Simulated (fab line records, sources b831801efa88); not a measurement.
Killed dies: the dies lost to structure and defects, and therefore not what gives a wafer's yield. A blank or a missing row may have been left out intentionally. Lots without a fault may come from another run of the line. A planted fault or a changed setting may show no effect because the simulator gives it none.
fab line records + flow sky130
[record]
- lots = 15
- wafers = 45
- lastDay = 50
route steps=708 shown LI_CONTACT@376 LOCAL_INTERCONNECT@396
lots that met no fault: taken from a fault-free run of the same line
startH: start of the lot's first displayed wafer, in hours after the record's first day + waitH: hours elapsed since this lot's preceding step + " identical to the entry in the row above + L1.1+2: a row that stands for several wafers + - value missing, or start not given + * or withheld: withheld + < > ~ a bound
route shown NAME@n: NAME is a module with steps in the file, n the number in the route of the first one + usual: mean and standard deviation over wafers with no fault + same: alike in all rows + chamber/n: place in a boat + sites: the reading at each site + _std_site: their standard deviation + _edge_site: inner sites' mean taken away from outer sites' mean + radiusMm: for every site, how far away it sits from the centre of the wafer + mask NAME#n: copy n + behind: the last tool/chamber to shape the wafer + hold: reason for holding the lot/hours on hold/outcome of the hold + device: names the non-switching transistor (n, p or np) + end of line: tests of these same wafers at the route's end + a step given without rows: its recipe and nothing more + killed: at the first sort, the dies lost to defects and structure; wafer yield is something else + map: dies across one wafer; x = killed, . = not, _ = none there
set.NAME: the setting the step ran with; set.NAME@STEP: the setting that earlier step ran with + model.NAME: the simulator's own value behind a step, which no gauge read
steps of the route over a sample of lots; a table a step, a row a wafer
services: from which hour (startH, from the record's first day; less than 0 if before it) a tool's chamber was out of use, for how many hours, and why
[[steps]]
[step SKY_LI_CONTACT_ETCH_14]
[recipe]
- chemistry = N2/H2
- target = BARC
- ionEnergyEv = 200
- sourceW = 500
- biasW = 100
- pressureMtorr = 30
- n2FlowSccm = 100
- h2FlowSccm = 200
- stopOn = SiO2
- timeS = 45.9
- targetDepthA = 600
[usual]
- drypumpMotorCurrentA = 5.5/0.32
- h2FlowSccm = 200.1/0.53
- oesProductAu = 0.854/0.0046
- rfFwdPowerW = 494.8/2.4
- throttleValvePct = 13.225/0.0084
| lot.wafer | tool       | chamber | startH | waitH | drypumpMotorCurrentA | h2FlowSccm | oesProductAu | rfFwdPowerW | rfHoursCounterH | throttleValvePct |
|-----------|------------|---------|--------|-------|----------------------|------------|--------------|-------------|-----------------|------------------|
| L768.4    | rieDiel-02 | 2       | 665.14 | 0.0   | 5.3                  | 200.3      | 0.858        | 494.6       | 10              | 13.232           |
| L768.5    | "          | 3       | "      | "     | 5.9                  | 200.5      | 0.856        | 495.1       | -               | 13.223           |
| L768.6    | "          | 0       | "      | "     | 5.4                  | 199.3      | 0.855        | 496.0       | -               | 13.222           |
| L769.2    | rieDiel-02 | 1       | 680.47 | 0.0   | 5.5                  | 199.8      | 0.847        | 493.3       | 56              | 13.223           |
| L769.4    | "          | 3       | "      | "     | 5.9                  | 200.0      | 0.856        | 493.7       | 39              | 13.224           |
| L769.6    | "          | 2       | "      | "     | 5.3                  | 199.8      | 0.851        | 495.5       | -               | 13.223           |
| L770.2    | rieDiel-04 | 3       | 687.84 | 0.0   | 5.2                  | 199.9      | 0.858        | 495.4       | 6               | 13.219           |
| L770.3    | "          | 2       | "      | "     | 5.7                  | 199.8      | 0.863        | 494.7       | 1               | 13.217           |
| L770.4    | "          | 2       | "      | "     | 5.7                  | 199.7      | 0.852        | 494.9       | -               | 13.223           |
| L771.1    | rieDiel-04 | 3       | 694.49 | 0.0   | 5.2                  | 200.0      | 0.851        | 496.6       | 6               | 13.219           |
| L771.2    | "          | 2       | "      | "     | 5.7                  | 200.4      | 0.847        | 498.5       | 1               | 13.238           |
| L771.6    | "          | 3       | "      | "     | 5.2                  | 200.0      | 0.847        | 495.1       | -               | 13.241           |
| L772.1    | rieDiel-02 | 2       | 714.39 | 0.0   | 5.3                  | 199.4      | 0.857        | 497.8       | 12              | 13.214           |
| L772.3    | "          | 1       | "      | "     | 5.5                  | 200.1      | 0.847        | 493.6       | 0               | 13.220           |
| L772.6    | "          | 2       | "      | "     | 5.4                  | 200.2      | 0.860        | 494.4       | -               | 13.226           |
| L775.1    | rieDiel-03 | 3       | 737.27 | 0.0   | 4.9                  | 199.5      | 0.852        | 492.3       | 14              | 13.221           |
| L775.2    | "          | 1       | "      | "     | 5.8                  | 199.7      | 0.850        | 492.4       | 16              | 13.235           |
| L775.3    | "          | 2       | "      | "     | 5.4                  | 200.0      | 0.859        | 498.5       | 13              | 13.222           |
| L776.1    | rieDiel-02 | 2       | 740.27 | 0.0   | 5.4                  | 200.4      | 0.851        | 496.6       | 12              | 13.217           |
| L776.3    | "          | 0       | "      | "     | 5.4                  | 200.1      | 0.850        | 495.6       | 19              | 13.221           |
| L776.6    | "          | 1       | "      | "     | 5.5                  | 198.8      | 0.846        | 494.2       | -               | 13.235           |
| L777.1    | rieDiel-04 | 2       | 755.18 | 0.0   | 5.8                  | 200.7      | 0.853        | 496.1       | 2               | 13.202           |
| L777.3    | "          | 0       | "      | "     | 5.6                  | 200.5      | 0.857        | 492.3       | 1               | 13.226           |
| L777.6    | "          | 0       | "      | "     | 5.6                  | 200.8      | 0.856        | 492.4       | -               | 13.221           |
| L779.2    | rieDiel-02 | 0       | 763.14 | 0.0   | 5.4                  | 200.1      | 0.853        | 495.2       | 19              | 13.213           |
| L779.3    | "          | 3       | "      | "     | 5.9                  | 200.6      | 0.856        | 498.3       | 42              | 13.220           |
| L779.5    | "          | 3       | "      | "     | 5.9                  | 200.6      | 0.857        | 498.5       | -               | 13.228           |
| L778.1    | rieDiel-04 | 1       | 766.93 | 0.0   | 4.9                  | 200.5      | 0.857        | 491.2       | 9               | 13.228           |
| L778.5    | "          | 3       | "      | "     | 5.2                  | 200.3      | 0.845        | 497.0       | -               | 13.220           |
| L778.6    | "          | 0       | "      | "     | 5.6                  | 200.5      | 0.854        | 491.4       | -               | 13.223           |
| L786.2    | rieDiel-03 | 3       | 861.17 | 0.0   | 4.9                  | 200.0      | 0.860        | 491.1       | 18              | 13.236           |
| L786.4    | "          | 0       | "      | "     | 6.0                  | 201.1      | 0.845        | 493.4       | 9               | 13.220           |
| L786.6    | "          | 3       | "      | "     | 4.9                  | 201.0      | 0.847        | 492.7       | -               | 13.228           |
| L790.1    | rieDiel-02 | 0       | 861.34 | 0.0   | 5.4                  | 200.0      | 0.859        | 497.5       | 22              | 13.243           |
| L790.5    | "          | 0       | "      | "     | 5.4                  | 199.6      | 0.864        | 498.7       | -               | 13.238           |
| L790.6    | "          | 1       | "      | "     | 5.5                  | 200.4      | 0.849        | 493.0       | -               | 13.213           |
| L787.2    | rieDiel-03 | 1       | 864.33 | 0.0   | 5.8                  | 200.6      | 0.854        | 496.0       | 20              | 13.245           |
| L787.3    | "          | 3       | "      | "     | 4.9                  | 200.2      | 0.854        | 492.1       | 18              | 13.212           |
| L787.4    | "          | 2       | "      | "     | 5.4                  | 200.0      | 0.858        | 497.1       | 18              | 13.212           |
| L789.1    | rieDiel-04 | 3       | 865.99 | 0.0   | 5.2                  | 199.2      | 0.856        | 495.0       | 9               | 13.231           |
| L789.2    | "          | 2       | "      | "     | 5.8                  | 200.1      | 0.843        | 494.4       | 5               | 13.217           |
| L789.5    | "          | 0       | "      | "     | 5.6                  | 198.8      | 0.852        | 493.1       | -               | 13.208           |
| L788.1    | rieDiel-04 | 0       | 868.82 | 0.0   | 5.6                  | 200.4      | 0.856        | 491.2       | 4               | 13.218           |
| L788.3    | "          | 1       | "      | "     | 4.9                  | 199.8      | 0.856        | 491.6       | 11              | 13.229           |
| L788.5    | "          | 3       | "      | "     | 5.2                  | 200.0      | 0.863        | 496.4       | -               | 13.230           |
[step SKY_LI_CONTACT_SPUTTER_20]
[recipe]
- material = TiN
- targetThkNm = 20
- chamberPressurePa = 5
- powerW = 4000
- timeS = 80
[usual]
- cathodeDcPowerW = 4000.0/0.81
- throttleValvePct = 30.3/1.2
| lot.wafer | tool          | chamber | startH | waitH | cathodeDcPowerW | throttleValvePct |
|-----------|---------------|---------|--------|-------|-----------------|------------------|
| L768.4    | pvdSputter-03 | -       | 665.64 | 0.0   | 4000.3          | 29.4             |
| L768.5    | "             | -       | "      | "     | 3998.9          | 28.9             |
| L768.6    | "             | -       | "      | "     | 3998.5          | 31.0             |
| L769.2    | pvdSputter-04 | -       | 680.96 | 0.0   | 4001.7          | 30.7             |
| L769.4    | "             | -       | "      | "     | 3999.4          | 29.5             |
| L769.6    | "             | -       | "      | "     | 4000.5          | 32.5             |
| L770.2    | pvdSputter-03 | -       | 688.34 | 0.0   | 4000.4          | 29.0             |
| L770.3    | "             | -       | "      | "     | 4001.0          | 29.5             |
| L770.4    | "             | -       | "      | "     | 4000.7          | 31.6             |
| L771.1    | pvdSputter-04 | -       | 695.29 | 0.0   | 3999.9          | 29.2             |
| L771.2    | "             | -       | "      | "     | 4000.5          | 30.7             |
| L771.6    | "             | -       | "      | "     | 4000.6          | 29.7             |
| L772.1    | pvdSputter-03 | -       | 714.91 | 0.0   | 4001.0          | 28.8             |
| L772.3    | "             | -       | "      | "     | 3999.5          | 32.0             |
| L772.6    | "             | -       | "      | "     | 4001.0          | 31.9             |
| L775.1    | pvdSputter-03 | -       | 737.78 | 0.0   | 3999.4          | 29.3             |
| L775.2    | "             | -       | "      | "     | 3999.9          | 31.8             |
| L775.3    | "             | -       | "      | "     | 4000.7          | 31.0             |
| L776.1    | pvdSputter-02 | -       | 740.76 | 0.0   | 3999.9          | 31.5             |
| L776.3    | "             | -       | "      | "     | 3999.7          | 30.0             |
| L776.6    | "             | -       | "      | "     | 3999.6          | 29.7             |
| L777.1    | pvdSputter-04 | -       | 755.70 | 0.0   | 3998.5          | 29.9             |
| L777.3    | "             | -       | "      | "     | 4000.5          | 32.4             |
| L777.6    | "             | -       | "      | "     | 4001.1          | 29.4             |
| L779.2    | pvdSputter-02 | -       | 763.66 | 0.0   | 4000.5          | 29.9             |
| L779.3    | "             | -       | "      | "     | 4001.1          | 31.0             |
| L779.5    | "             | -       | "      | "     | 3999.4          | 30.0             |
| L778.1    | pvdSputter-03 | -       | 767.45 | 0.0   | 4000.6          | 32.2             |
| L778.5    | "             | -       | "      | "     | 3999.8          | 31.0             |
| L778.6    | "             | -       | "      | "     | 4000.4          | 29.4             |
| L786.2    | pvdSputter-04 | -       | 861.67 | 0.0   | 4000.6          | 29.3             |
| L786.4    | "             | -       | "      | "     | 4002.3          | 30.6             |
| L786.6    | "             | -       | "      | "     | 4000.2          | 29.5             |
| L790.1    | pvdSputter-02 | -       | 861.86 | 0.0   | 4002.0          | 29.7             |
| L790.5    | "             | -       | "      | "     | 4001.5          | 31.2             |
| L790.6    | "             | -       | "      | "     | 4000.4          | 29.7             |
| L787.2    | pvdSputter-03 | -       | 864.83 | 0.0   | 4001.6          | 28.8             |
| L787.3    | "             | -       | "      | "     | 3999.4          | 32.0             |
| L787.4    | "             | -       | "      | "     | 4000.4          | 31.4             |
| L789.1    | pvdSputter-03 | -       | 866.51 | 0.0   | 3999.1          | 29.6             |
| L789.2    | "             | -       | "      | "     | 4000.8          | 29.0             |
| L789.5    | "             | -       | "      | "     | 4000.2          | 28.9             |
| L788.1    | pvdSputter-03 | -       | 869.32 | 0.0   | 3998.8          | 31.2             |
| L788.3    | "             | -       | "      | "     | 3999.6          | 28.7             |
| L788.5    | "             | -       | "      | "     | 3999.3          | 32.1             |
[step SKY_LI_CONTACT_CMP_24]
[recipe]
- stopOn = PSG
- tOverpolishS = 20
- downForcePsi = 3.5
- platenRpm = 60
- targetThkNm = 0
- padVelocityMS = 0.94248
[usual]
- motorCurrentA = 11.3/1.2
- overpolishRunS = 20.000/0.0092
- timeToEndpointS = 97/3.5
| lot.wafer | tool   | chamber | startH | waitH | motorCurrentA | overpolishRunS | timeToEndpointS |
|-----------|--------|---------|--------|-------|---------------|----------------|-----------------|
| L768.4    | cmp-02 | 2       | 666.11 | 0.1   | 14.0          | 19.990         | 95              |
| L768.5    | "      | 0       | "      | "     | 10.3          | 19.997         | 91              |
| L768.6    | "      | 1       | "      | "     | 10.1          | 19.983         | 95              |
| L769.4    | cmp-02 | 1       | 681.43 | 0.1   | 9.6           | 19.994         | 97              |
| L769.2    | "      | 2       | "      | "     | 13.4          | 19.990         | 93              |
| L769.6    | "      | 0       | "      | "     | 10.4          | 20.002         | 96              |
| L770.4    | cmp-02 | 0       | 688.71 | 0.0   | 10.5          | 19.997         | 94              |
| L770.2    | "      | 2       | "      | "     | 13.0          | 20.006         | 95              |
| L770.3    | "      | 3       | "      | "     | 11.2          | 20.001         | 95              |
| L771.1    | cmp-02 | 3       | 695.95 | 0.3   | 10.9          | 19.996         | 95              |
| L771.2    | "      | 1       | "      | "     | 10.1          | 19.998         | 102             |
| L771.6    | "      | 3       | "      | "     | 11.4          | 19.988         | 98              |
| L772.3    | cmp-02 | 3       | 715.27 | 0.0   | 11.8          | 19.999         | 97              |
| L772.1    | "      | 0       | "      | "     | 10.3          | 20.019         | 96              |
| L772.6    | "      | 0       | "      | "     | 10.9          | 19.999         | 96              |
| L775.2    | cmp-01 | 3       | 738.15 | 0.0   | 10.8          | 19.987         | 101             |
| L775.1    | "      | 0       | "      | "     | 12.5          | 19.996         | 94              |
| L775.3    | "      | 2       | "      | "     | 10.4          | 19.998         | 98              |
| L776.1    | cmp-02 | 2       | 741.16 | 0.1   | 12.8          | 20.002         | 91              |
| L776.3    | "      | 0       | "      | "     | 10.5          | 20.002         | 94              |
| L776.6    | "      | 3       | "      | "     | 11.7          | 20.012         | 93              |
| L777.1    | cmp-01 | 0       | 756.06 | 0.1   | 12.5          | 20.001         | 98              |
| L777.3    | "      | 2       | "      | "     | 10.8          | 19.993         | 97              |
| L777.6    | "      | 0       | "      | "     | 12.7          | 19.982         | 95              |
| L779.2    | cmp-02 | 2       | 764.12 | 0.1   | 12.7          | 20.015         | 95              |
| L779.3    | "      | 3       | "      | "     | 11.2          | 19.987         | 97              |
| L779.5    | "      | 0       | "      | "     | 10.6          | 20.000         | 97              |
| L778.1    | cmp-01 | 0       | 767.86 | 0.1   | 12.6          | 20.002         | 97              |
| L778.6    | "      | 3       | "      | "     | 11.0          | 20.003         | 104             |
| L778.5    | "      | 0       | "      | "     | 12.9          | 20.004         | 95              |
| L786.4    | cmp-01 | 3       | 862.26 | 0.1   | 11.0          | 19.996         | 100             |
| L786.2    | "      | 0       | "      | "     | 12.7          | 20.009         | 94              |
| L786.6    | "      | 2       | "      | "     | 10.8          | 19.994         | 104             |
| L790.1    | cmp-02 | 0       | 862.27 | 0.1   | 10.8          | 19.986         | 95              |
| L790.5    | "      | 3       | "      | "     | 11.5          | 20.004         | 96              |
| L790.6    | "      | 0       | "      | "     | 10.1          | 20.007         | 94              |
| L787.2    | cmp-02 | 1       | 865.38 | 0.1   | 10.2          | 19.991         | 97              |
| L787.3    | "      | 3       | "      | "     | 11.4          | 19.992         | 100             |
| L787.4    | "      | 0       | "      | "     | 10.4          | 19.992         | 94              |
| L789.1    | cmp-02 | 1       | 867.13 | 0.3   | 9.7           | 19.995         | 95              |
| L789.2    | "      | 2       | "      | "     | 12.8          | 19.994         | 93              |
| L789.5    | "      | 0       | "      | "     | 10.6          | 19.999         | 93              |
| L788.3    | cmp-02 | 0       | 869.86 | 0.2   | 10.0          | 19.996         | 93              |
| L788.1    | "      | 2       | "      | "     | 12.7          | 20.006         | 93              |
| L788.5    | "      | 0       | "      | "     | 9.7           | 19.994         | 97              |
[step SKY_LOCAL_INTERCONNECT_PEB_09]
[recipe]
- pebTempC = withheld
- pebTimeS = withheld
- resist = KrF-thick
[usual]
- chillPlateTempC = *
- exhaustPa = 44.9/0.97
| lot.wafer | tool          | chamber | startH | waitH | chillPlateTempC | exhaustPa |
|-----------|---------------|---------|--------|-------|-----------------|-----------|
| L768.4    | lithoTrack-04 | 0       | 695    | -     | *               | 43.3      |
| L768.5    | "             | 0       | "      | "     | *               | 44.8      |
| L768.6    | "             | 0       | "      | "     | *               | 44.8      |
| L769.2    | lithoTrack-04 | 0       | 709    | -     | *               | 43.6      |
| L769.4    | "             | 0       | "      | "     | *               | 43.3      |
| L769.6    | "             | 0       | "      | "     | *               | 44.7      |
| L770.2    | lithoTrack-04 | 0       | 716    | -     | *               | 43.6      |
| L770.3    | "             | 0       | "      | "     | *               | 43.9      |
| L770.4    | "             | 0       | "      | "     | *               | 43.6      |
| L771.1    | lithoTrack-03 | 0       | 723    | -     | *               | 45.5      |
| L771.2    | "             | 0       | "      | "     | *               | 46.2      |
| L771.6    | "             | 0       | "      | "     | *               | 45.8      |
| L772.1    | lithoTrack-01 | 0       | 742    | -     | *               | 43.4      |
| L772.3    | "             | 0       | "      | "     | *               | 44.6      |
| L772.6    | "             | 0       | "      | "     | *               | 44.4      |
| L775.1    | lithoTrack-04 | 0       | 765    | -     | *               | 47.4      |
| L775.2    | "             | 0       | "      | "     | *               | 47.0      |
| L775.3    | "             | 0       | 766    | -     | *               | 45.4      |
| L776.1    | lithoTrack-03 | 0       | 768    | -     | *               | 44.8      |
| L776.3    | "             | 0       | "      | "     | *               | 45.3      |
| L776.6    | "             | 0       | "      | "     | *               | 45.7      |
| L777.1    | lithoTrack-01 | 0       | 783    | -     | *               | 43.8      |
| L777.3    | "             | 0       | "      | "     | *               | 43.8      |
| L777.6    | "             | 0       | "      | "     | *               | 42.4      |
| L779.2    | lithoTrack-04 | 0       | 791    | -     | *               | 44.5      |
| L779.3    | "             | 0       | "      | "     | *               | 46.6      |
| L779.5    | "             | 0       | "      | "     | *               | 45.9      |
| L778.1    | lithoTrack-01 | 0       | 794    | -     | *               | 45.2      |
| L778.5    | "             | 0       | "      | "     | *               | 45.0      |
| L778.6    | "             | 0       | "      | "     | *               | 45.0      |
| L786.2    | lithoTrack-04 | 0       | 887    | -     | *               | 45.6      |
| L786.4    | "             | 0       | "      | "     | *               | 44.3      |
| L786.6    | "             | 0       | "      | "     | *               | 44.2      |
| L790.1    | lithoTrack-01 | 0       | 887    | -     | *               | 45.0      |
| L790.5    | "             | 0       | "      | "     | *               | 44.2      |
| L790.6    | "             | 0       | 888    | -     | *               | 45.0      |
| L787.2    | lithoTrack-04 | -       | 891    | -     | -               | -         |
| L787.3    | "             | -       | "      | "     | -               | -         |
| L787.4    | "             | -       | "      | "     | -               | -         |
| L789.1    | lithoTrack-04 | -       | 892    | -     | -               | -         |
| L789.2    | "             | -       | "      | "     | -               | -         |
| L789.5    | "             | -       | "      | "     | -               | -         |
| L788.1    | lithoTrack-01 | -       | 894    | -     | -               | -         |
| L788.3    | "             | -       | 895    | -     | -               | -         |
| L788.5    | "             | -       | "      | "     | -               | -         |
[[services]]
| tool          | chamber | startH | hours | kind   |
|---------------|---------|--------|-------|--------|
| cmp-01        | -       | 654.69 | 66.4  | repair |
| rieDiel-04    | -       | 669.67 | 2.8   | pm     |
| pvdSputter-04 | -       | 689.11 | 0.8   | repair |
| pvdSputter-04 | -       | 715.19 | 2.5   | repair |
| cmp-02        | -       | 721.33 | 15.0  | pm     |
| cmp-02        | -       | 721.96 | 0.5   | repair |
| rieDiel-02    | 3       | 730.41 | 7.5   | repair |
| cmp-01        | -       | 743.66 | 0.6   | repair |
| cmp-02        | -       | 744.20 | 4.0   | pm     |
| cmp-02        | -       | 780.30 | 1.2   | repair |
| cmp-01        | -       | 786.33 | 5.1   | pm     |
| cmp-01        | -       | 795.24 | 0.8   | repair |
| cmp-01        | -       | 796.11 | 2.8   | repair |
| cmp-02        | -       | 800.65 | 1.4   | repair |
| cmp-02        | -       | 806.36 | 3.8   | pm     |
| cmp-02        | -       | 823.11 | 11.2  | repair |
| cmp-01        | -       | 834.58 | 0.5   | repair |
| pvdSputter-03 | -       | 839.46 | 1.6   | repair |
| pvdSputter-04 | -       | 847.50 | 3.9   | repair |
| pvdSputter-04 | -       | 849.71 | 3.3   | repair |
| rieDiel-04    | 3       | 857.93 | 5.8   | repair |
| cmp-01        | -       | 863.43 | 74.2  | repair |
| cmp-02        | -       | 883.65 | 3.6   | repair |
| rieDiel-04    | -       | 885.17 | 0.2   | repair |
[[key]]
[firstSign]
- step = SKY_LOCAL_INTERCONNECT_PEB_09
- reading = toolRecord
- direction = missing
effect none on later readings
metAt SKY_LOCAL_INTERCONNECT_PEB_09
struckLots L787,L788,L789
laterRowsLeftOut L787.2,L787.3,L787.4,L788.1,L788.3,L788.5,L789.1,L789.2,L789.5
sortLeftOut L787.2,L787.3,L787.4,L788.1,L788.3,L788.5,L789.1,L789.2,L789.5
testerLeftOut L787,L788,L789
notActingAt SKY_LI_CONTACT_ETCH_14,SKY_LI_CONTACT_SPUTTER_20,SKY_LI_CONTACT_CMP_24
onsetBetween 887 891
[fault]
- kind = skippedStepWhole
- tool = lithoTrack-01,lithoTrack-04
- chamber = -
- onsetH = 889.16
- steps = SKY_LOCAL_INTERCONNECT_PEB_09
- scope = struckLotsOnly
// testerLeftOut: of these lots the tester's yield and bins aren't shown, on N5 and GAA mostly nor the transistor test; their killed dies are dies lost to structure and defects alone, not to doping, threshold or leakage, so they don't give the yield
// sortLeftOut: the simulated sort isn't trusted on such a fault, so these wafers' sort isn't shown, and their yield isn't known
// laterRowsLeftOut: the simulator's readings of these wafers behind a module that went badly wrong aren't trusted and aren't shown, but for the sort
